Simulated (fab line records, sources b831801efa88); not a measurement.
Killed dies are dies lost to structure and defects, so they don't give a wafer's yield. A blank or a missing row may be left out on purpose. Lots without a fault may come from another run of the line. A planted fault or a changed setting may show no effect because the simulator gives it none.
A struck lot beside a sound one | flow gf180mcu | 44 steps out of a route of 602
Sound: wafers L801.2, L801.3, L801.5. Struck: wafers L792.1, L792.2, L792.6. The cause comes at the end.
At each step with rows: each side's tool, then ch and its chambers, then its first start. Under that, the readings that differ: sound wafers | struck wafers | difference of the means | sigmas: that difference in standard deviations of wafers without a fault.
alike: readings whose means differ by less than 2 such deviations, and words and numbers that are the same on both sides. not compared: withheld readings, readings that some wafer has no value for, bounds like >300 that may hide the same value, and numbers for which the record gives no deviation and whose values overlap.
The two part at a step that has a row with sigmas, a row that says differs or no value, or rows on one side only. Numbers that don't overlap but have no deviation are shown without sigmas and don't part them. A reading that every wafer of one side lacks parts them only if that side has two wafers or more.

first, 2 steps without rows for these wafers: GF_V3_STRIP_19 (strips in post etch residue remover, time 1200 s); GF_V3_CLEAN_20 (cleans in DIW).
GF_V3_SPUTTER_21: material Ti, target thk 15 nm, time 80.02 s.
  sound on pvd_sputter-02, day 28 04:34; struck on pvd_sputter-03, day 25 13:07
  alike: throttle_valve_pct
then, 1 step without rows for these wafers: GF_V3_SPUTTER_22 (material TiN, target thk 10 nm, time 40 s).
GF_V3_CVD_23: deposits W, target thk 350 nm, time 104.9 s.
  sound on cvd_w-02 ch 1, day 28 04:40; struck on cvd_w-02 ch 1, day 25 13:13
  alike: heater_power_w
GF_V3_RS_MEAS_24: measures by four-point-probe.
  sound on film_metro-02, day 28 04:49; struck on film_metro-04, day 25 13:26
  alike: V3_W_RS
GF_V3_THK_MEAS_25: measures by xrf.
  sound on film_metro-02, day 28 04:55; struck on film_metro-04, day 25 13:34
  alike: V3_W_THK
then, 2 steps without rows for these wafers: GF_V3_CMP_26 (polishes, stops on SiO2, t overpolish 15 s, target thk 0 nm); GF_M4_SPUTTER_00 (material Ti, target thk 37.5 nm, time 150 s).
GF_M4_SPUTTER_01: material TiN, target thk 30 nm, time 25 s.
  sound on pvd_sputter-04, day 28 05:22; struck on pvd_sputter-01, day 25 14:01
  alike: throttle_valve_pct
then, 2 steps without rows for these wafers: GF_M4_SPUTTER_02 (material AlCu, target thk 450 nm, time 23.9 s); GF_M4_SPUTTER_03 (material Ti, target thk 10 nm, time 6.7 s).
GF_M4_SPUTTER_04: material TiN, target thk 50 nm, time 41.7 s.
  sound on pvd_sputter-04, day 28 05:27; struck on pvd_sputter-01, day 25 14:06
  alike: throttle_valve_pct
  not compared: model.TiN_of_M4_SPUTTER_04.thk_nm
GF_M4_RS_MEAS_05: measures by four-point-probe.
  sound on film_metro-01, day 28 05:31; struck on film_metro-02, day 25 14:08
  alike: M4_ALCU_RS
GF_M4_THK_MEAS_06: measures by xrf.
  sound on film_metro-01, day 28 05:37; struck on film_metro-02, day 25 14:16
  alike: M4_ALCU_THK
then, 7 steps without rows for these wafers: GF_M4_DEHYDRATE_07 (time 60 s); GF_M4_HMDS_08 (prime time 60 s); GF_M4_COAT_09 (resist thk 1000 nm); GF_M4_SOFTBAKE_10 (time 60 s); GF_M4_EXPOSE_11 (exposes mask Metal4, target cd 280 nm); GF_M4_PEB_12 (peb time 90 s); GF_M4_DEVELOP_13 (develop time 60 s).
GF_M4_CD_MEAS_14: target cd 280 nm.
  sound on cd_sem-01, day 29 00:37; struck on cd_sem-02, day 26 11:37
  alike: cd_nm
GF_M4_OVL_MEAS_15:
  sound on overlay-01, day 29 00:43; struck on overlay-02, day 26 11:44
  alike: M4_OVL
then, 1 step without rows for these wafers: GF_M4_METAL_ETCH_16 (etches the open film in Cl2/BCl3, stops on SiO2, target depth 627.5 nm, time 104.6 s).
GF_M4_STRIP_17: strips in O2/N2.
  sound on plasma_asher-01 ch 0,1, day 29 00:52; struck on plasma_asher-04 ch 0,1, day 26 11:59
  reading               | sound             | struck            | difference | sigmas
  oes_product_au (a.u.) | 0.560 0.555 0.555 | 0.563 0.571 0.568 | +0.011     | +2
  alike: drypump_motor_current_A, heater_power_w, strip_time_to_endpoint_s
  not compared: rf_hours_counter_h
then, 3 steps without rows for these wafers: GF_M4_STRIP_18 (strips in post etch residue remover, time 1200 s); GF_M4_CLEAN_19 (cleans in DIW); GF_V4_CVD_00 (deposits SiO2, target thk 600 nm, time 100 s).
GF_V4_THK_MEAS_01:
  sound on film_metro-02, day 29 01:29; struck on film_metro-02, day 26 12:35
  alike: V4_CVD_00_THK
then, 1 step without rows for these wafers: GF_V4_CVD_02 (deposits SiO2 from TEOS, target thk 850 nm, time 94.851 s).
GF_V4_THK_MEAS_03:
  sound on film_metro-04, day 29 01:37; struck on film_metro-03, day 26 12:43
  alike: V4_CVD_02_THK
GF_V4_CMP_04: polishes SiO2.
  sound on cmp-02 ch 0,1,2, day 29 01:43; struck on cmp-01 ch 1,3, day 26 12:50
  alike: motor_current_A, slurry_filter_dp_kPa, time_to_endpoint_s
GF_V4_BOW_MEAS_05:
  sound on film_metro-03, day 29 01:59; struck on film_metro-03, day 26 13:05
  alike: V4_BOW
then, 8 steps without rows for these wafers: GF_V4_DEHYDRATE_06 (time 60 s); GF_V4_HMDS_07 (prime time 60 s); GF_V4_COAT_08; GF_V4_COAT_09 (resist thk 1000 nm); GF_V4_SOFTBAKE_10 (time 60 s); GF_V4_EXPOSE_11 (exposes mask Via4, target cd 260 nm); GF_V4_PEB_12 (peb time 90 s); GF_V4_DEVELOP_13 (develop time 60 s).
GF_V4_STRIP_19: strips in post etch residue remover, time 1200 s.
  sound on wet_bench-03 ch 2, day 29 21:01; struck on wet_bench-03 ch 2, day 27 09:34
  not compared: model.TiN_of_M4_SPUTTER_04.thk_nm
GF_PASSIVATION_PROBE_99:
  the record has rows for the sound wafers here (prober-02, day 33 19:25) and none for the struck ones

WHERE THEY PART
First at GF_M4_STRIP_17; last, within this record, at GF_PASSIVATION_PROBE_99.

WHY: what the simulator had put in
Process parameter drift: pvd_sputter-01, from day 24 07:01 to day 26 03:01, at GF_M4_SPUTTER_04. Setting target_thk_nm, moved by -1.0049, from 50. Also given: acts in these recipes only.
